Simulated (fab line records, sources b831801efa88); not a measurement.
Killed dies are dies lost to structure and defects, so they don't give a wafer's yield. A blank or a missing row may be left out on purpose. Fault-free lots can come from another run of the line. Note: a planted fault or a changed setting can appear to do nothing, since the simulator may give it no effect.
Which tool is to blame? :: flow sky130 :: Sampling: 12 lots, 36 wafers, 5 of 708 route steps

== WHAT THE GAUGES READ, wafer by wafer ==
SKY_LDD_HVP_OVL_MEAS_07. Usual: LDD_HVP_OVL gives -0.9 nm (standard deviation 1.1).
lot: L659
measured: day 21 09:10
on: overlay-01
LDD_HVP_OVL (nm): 0.7 0.4 1.1
flag: 

lot: L661
measured: day 22 11:58
on: overlay-02
LDD_HVP_OVL (nm): -1.4 -2.9 -2.0
flag: 

lot: L665
measured: day 24 10:03
on: overlay-01
LDD_HVP_OVL (nm): -2.3 -2.8 -4.4
flag: 

lot: L667
measured: day 24 21:34
on: overlay-01
LDD_HVP_OVL (nm): -0.7 -2.3 -1.4
flag: 

lot: L668
measured: day 25 06:08
on: overlay-02
LDD_HVP_OVL (nm): -0.8 -0.8 -1.7
flag: 

lot: L671
measured: day 26 04:58
on: overlay-02
LDD_HVP_OVL (nm): 0.8 -0.5 -0.9
flag: 

lot: L675
measured: day 27 09:36
on: overlay-02
LDD_HVP_OVL (nm): -0.9 -2.1 -1.2
flag: 

lot: L676
measured: day 27 17:37
on: overlay-02
LDD_HVP_OVL (nm): -1.0 -1.3 -1.7
flag: 

lot: L677
measured: day 28 03:31
on: overlay-01
LDD_HVP_OVL (nm): -1.4 -0.3 -0.4
flag: 

lot: L678
measured: day 28 12:22
on: overlay-02
LDD_HVP_OVL (nm): -1.2 0.1 -1.9
flag: 

lot: L680
measured: day 29 04:04
on: overlay-01
LDD_HVP_OVL (nm): -1.1 0.2 0.5
flag: 

lot: L681
measured: day 29 08:00
on: overlay-01
LDD_HVP_OVL (nm): -2.4 -2.4 -1.6
flag: 

SKY_LDD_LDN_TW_MEAS_13. Usual: LDD_LDN_TW gives 1470 (standard deviation 8.9).
lot: L659
measured: day 22 17:45
on: filmMetro-04
LDD_LDN_TW: 1472 1470 1464
flag: 

lot: L661
measured: day 23 20:05
on: filmMetro-04
LDD_LDN_TW: 1472 1465 1471
flag: 

lot: L665
measured: day 25 16:29
on: filmMetro-02
LDD_LDN_TW: 1477 1473 1480
flag: 

lot: L667
measured: day 26 04:08
on: filmMetro-04
LDD_LDN_TW: 1459 1462 1453
flag: 

lot: L668
measured: day 26 12:28
on: filmMetro-02
LDD_LDN_TW: 1569 1583 1581
flag: OFF

lot: L671
measured: day 27 12:31
on: filmMetro-04
LDD_LDN_TW: 1565 1559 1557
flag: OFF

lot: L675
measured: day 28 15:07
on: filmMetro-04
LDD_LDN_TW: 1548 1572 1560
flag: OFF

lot: L676
measured: day 28 23:18
on: filmMetro-02
LDD_LDN_TW: 1481 1483 1484
flag: 

lot: L677
measured: day 29 09:40
on: filmMetro-01
LDD_LDN_TW: 1472 1474 1480
flag: 

lot: L678
measured: day 29 17:31
on: filmMetro-01
LDD_LDN_TW: 1479 1469 1471
flag: 

lot: L680
measured: day 30 09:33
on: filmMetro-02
LDD_LDN_TW: 1475 1486 1478
flag: 

lot: L681
measured: day 30 13:05
on: filmMetro-01
LDD_LDN_TW: 1479 1474 1479
flag: 

== WHICH TOOL RAN EACH LOT (tool, then ch and the chambers of the sampled wafers, then the start) ==
lot: L659
SKY_LDD_HVP_STRIP_09: plasmaAsher-01 ch 0,1, day 21 09:20
SKY_LDD_LDN_IMPLANT_08: implanter-03 ch 0, day 22 17:04
SKY_LDD_LDN_STRIP_12: plasmaAsher-03 ch 0,1, day 22 17:38

lot: L661
SKY_LDD_HVP_STRIP_09: plasmaAsher-03 ch 0,1, day 22 12:10
SKY_LDD_LDN_IMPLANT_08: implanter-01 ch 0, day 23 19:25
SKY_LDD_LDN_STRIP_12: plasmaAsher-04 ch 0,1, day 23 20:00

lot: L665
SKY_LDD_HVP_STRIP_09: plasmaAsher-01 ch 0,1, day 24 10:14
SKY_LDD_LDN_IMPLANT_08: implanter-02 ch 0, day 25 15:47
SKY_LDD_LDN_STRIP_12: plasmaAsher-02 ch 0,1, day 25 16:23

lot: L667
SKY_LDD_HVP_STRIP_09: plasmaAsher-04 ch 0,1, day 24 21:44
SKY_LDD_LDN_IMPLANT_08: implanter-03 ch 0, day 26 03:26
SKY_LDD_LDN_STRIP_12: plasmaAsher-04 ch 0, day 26 04:02

lot: L668
SKY_LDD_HVP_STRIP_09: plasmaAsher-01 ch 0,1, day 25 06:20
SKY_LDD_LDN_IMPLANT_08: implanter-03 ch 0, day 26 11:29
SKY_LDD_LDN_STRIP_12: plasmaAsher-02 ch 0,1, day 26 12:22

lot: L671
SKY_LDD_HVP_STRIP_09: plasmaAsher-03 ch 0,1, day 26 05:08
SKY_LDD_LDN_IMPLANT_08: implanter-03 ch 0, day 27 11:29
SKY_LDD_LDN_STRIP_12: plasmaAsher-02 ch 0,1, day 27 12:25

lot: L675
SKY_LDD_HVP_STRIP_09: plasmaAsher-04 ch 0,1, day 27 09:47
SKY_LDD_LDN_IMPLANT_08: implanter-01 ch 0, day 28 14:05
SKY_LDD_LDN_STRIP_12: plasmaAsher-02 ch 1, day 28 15:01

lot: L676
SKY_LDD_HVP_STRIP_09: plasmaAsher-01 ch 0,1, day 27 17:47
SKY_LDD_LDN_IMPLANT_08: implanter-02 ch 0, day 28 22:37
SKY_LDD_LDN_STRIP_12: plasmaAsher-02 ch 0,1, day 28 23:11

lot: L677
SKY_LDD_HVP_STRIP_09: plasmaAsher-01 ch 0,1, day 28 03:41
SKY_LDD_LDN_IMPLANT_08: implanter-02 ch 0, day 29 08:58
SKY_LDD_LDN_STRIP_12: plasmaAsher-03 ch 0,1, day 29 09:34

lot: L678
SKY_LDD_HVP_STRIP_09: plasmaAsher-01 ch 0,1, day 28 12:32
SKY_LDD_LDN_IMPLANT_08: implanter-01 ch 0, day 29 16:49
SKY_LDD_LDN_STRIP_12: plasmaAsher-04 ch 0,1, day 29 17:25

lot: L680
SKY_LDD_HVP_STRIP_09: plasmaAsher-04 ch 0,1, day 29 04:14
SKY_LDD_LDN_IMPLANT_08: implanter-03 ch 0, day 30 08:52
SKY_LDD_LDN_STRIP_12: plasmaAsher-02 ch 0,1, day 30 09:26

lot: L681
SKY_LDD_HVP_STRIP_09: plasmaAsher-04 ch 0,1, day 29 08:11
SKY_LDD_LDN_IMPLANT_08: implanter-03 ch 0, day 30 12:23
SKY_LDD_LDN_STRIP_12: plasmaAsher-02 ch 0,1, day 30 12:59
- SKY_LDD_HVP_STRIP_09: strips in O2/N2.
- SKY_LDD_LDN_IMPLANT_08
- SKY_LDD_LDN_STRIP_12: strips in O2/N2.

== AS READ BY THE TOOLS THEMSELVES (means over the sampled wafers that have a number; for cases with no such wafer, the mark the record gives instead) ==
SKY_LDD_HVP_STRIP_09. Usual: drypumpMotorCurrentA 5.8 A, standard deviation 0.37; oesProductAu 0.408 a.u., standard deviation 0.0043; stripTimeToEndpointS 4.134 s, standard deviation 0.013.
lot: L659
tool: plasmaAsher-01
drypumpMotorCurrentA (A): 5.8
oesProductAu (a.u.): 0.410
stripTimeToEndpointS (s): 4.138
flag: 

lot: L661
tool: plasmaAsher-03
drypumpMotorCurrentA (A): 5.7
oesProductAu (a.u.): 0.407
stripTimeToEndpointS (s): 4.136
flag: 

lot: L665
tool: plasmaAsher-01
drypumpMotorCurrentA (A): 6.1
oesProductAu (a.u.): 0.412
stripTimeToEndpointS (s): 4.134
flag: 

lot: L667
tool: plasmaAsher-04
drypumpMotorCurrentA (A): 5.8
oesProductAu (a.u.): 0.411
stripTimeToEndpointS (s): 4.143
flag: 

lot: L668
tool: plasmaAsher-01
drypumpMotorCurrentA (A): 6.1
oesProductAu (a.u.): 0.409
stripTimeToEndpointS (s): 4.120
flag: 

lot: L671
tool: plasmaAsher-03
drypumpMotorCurrentA (A): 5.4
oesProductAu (a.u.): 0.403
stripTimeToEndpointS (s): 4.134
flag: 

lot: L675
tool: plasmaAsher-04
drypumpMotorCurrentA (A): 5.8
oesProductAu (a.u.): 0.409
stripTimeToEndpointS (s): 4.138
flag: 

lot: L676
tool: plasmaAsher-01
drypumpMotorCurrentA (A): 6.1
oesProductAu (a.u.): 0.403
stripTimeToEndpointS (s): 4.127
flag: 

lot: L677
tool: plasmaAsher-01
drypumpMotorCurrentA (A): 6.1
oesProductAu (a.u.): 0.408
stripTimeToEndpointS (s): 4.119
flag: 

lot: L678
tool: plasmaAsher-01
drypumpMotorCurrentA (A): 5.8
oesProductAu (a.u.): 0.410
stripTimeToEndpointS (s): 4.135
flag: 

lot: L680
tool: plasmaAsher-04
drypumpMotorCurrentA (A): 5.7
oesProductAu (a.u.): 0.404
stripTimeToEndpointS (s): 4.157
flag: 

lot: L681
tool: plasmaAsher-04
drypumpMotorCurrentA (A): 5.7
oesProductAu (a.u.): 0.410
stripTimeToEndpointS (s): 4.151
flag: 

SKY_LDD_LDN_STRIP_12. Usual: drypumpMotorCurrentA 5.6 A, standard deviation 0.31; oesProductAu 0.716 a.u., standard deviation 0.0048; stripTimeToEndpointS 14.16 s, standard deviation 0.044.
lot: L659
tool: plasmaAsher-03
drypumpMotorCurrentA (A): 5.4
oesProductAu (a.u.): 0.715
stripTimeToEndpointS (s): 14.20
flag: 

lot: L661
tool: plasmaAsher-04
drypumpMotorCurrentA (A): 5.7
oesProductAu (a.u.): 0.716
stripTimeToEndpointS (s): 14.18
flag: 

lot: L665
tool: plasmaAsher-02
drypumpMotorCurrentA (A): 5.5
oesProductAu (a.u.): 0.719
stripTimeToEndpointS (s): 14.14
flag: 

lot: L667
tool: plasmaAsher-04
drypumpMotorCurrentA (A): 5.6
oesProductAu (a.u.): 0.720
stripTimeToEndpointS (s): 14.17
flag: 

lot: L668
tool: plasmaAsher-02
drypumpMotorCurrentA (A): 5.5
oesProductAu (a.u.): 0.720
stripTimeToEndpointS (s): 14.19
flag: 

lot: L671
tool: plasmaAsher-02
drypumpMotorCurrentA (A): 5.6
oesProductAu (a.u.): 0.715
stripTimeToEndpointS (s): 14.17
flag: 

lot: L675
tool: plasmaAsher-02
drypumpMotorCurrentA (A): 5.5
oesProductAu (a.u.): 0.720
stripTimeToEndpointS (s): 14.10
flag: 

lot: L676
tool: plasmaAsher-02
drypumpMotorCurrentA (A): 5.5
oesProductAu (a.u.): 0.716
stripTimeToEndpointS (s): 14.22
flag: 

lot: L677
tool: plasmaAsher-03
drypumpMotorCurrentA (A): 5.7
oesProductAu (a.u.): 0.716
stripTimeToEndpointS (s): 14.22
flag: 

lot: L678
tool: plasmaAsher-04
drypumpMotorCurrentA (A): 5.7
oesProductAu (a.u.): 0.716
stripTimeToEndpointS (s): 14.07
flag: 

lot: L680
tool: plasmaAsher-02
drypumpMotorCurrentA (A): 5.6
oesProductAu (a.u.): 0.718
stripTimeToEndpointS (s): 14.18
flag: 

lot: L681
tool: plasmaAsher-02
drypumpMotorCurrentA (A): 5.5
oesProductAu (a.u.): 0.714
stripTimeToEndpointS (s): 14.12
flag: 

== THE ANSWER, worked out from the rows above alone ==
Rule: take the mean of a lot's wafers that have a number; if it is more than 3 standard deviations from the usual mean, the lot is off. A lot without any number at a reading at which 4 lots or more have one is off too. The other lots that the step has rows for count as sound. The gauges are gone through in route order, then the tools' own readings, and for those a lot's mean is taken as printed above. At the first step where some lot is off, the reading lying furthest off is the one used; lots without a number count as furthest.
Off: L668, L671, L675, seen at SKY_LDD_LDN_TW_MEAS_13 (LDD_LDN_TW).
A tool fits if, at a process step before that reading, it ran every lot that is off, and no sound lot after the first of them. Those tools and the gauges at SKY_LDD_LDN_TW_MEAS_13 are tried in the same way. None of those tried fits.

== WHAT THE SIMULATOR PUT IN ==
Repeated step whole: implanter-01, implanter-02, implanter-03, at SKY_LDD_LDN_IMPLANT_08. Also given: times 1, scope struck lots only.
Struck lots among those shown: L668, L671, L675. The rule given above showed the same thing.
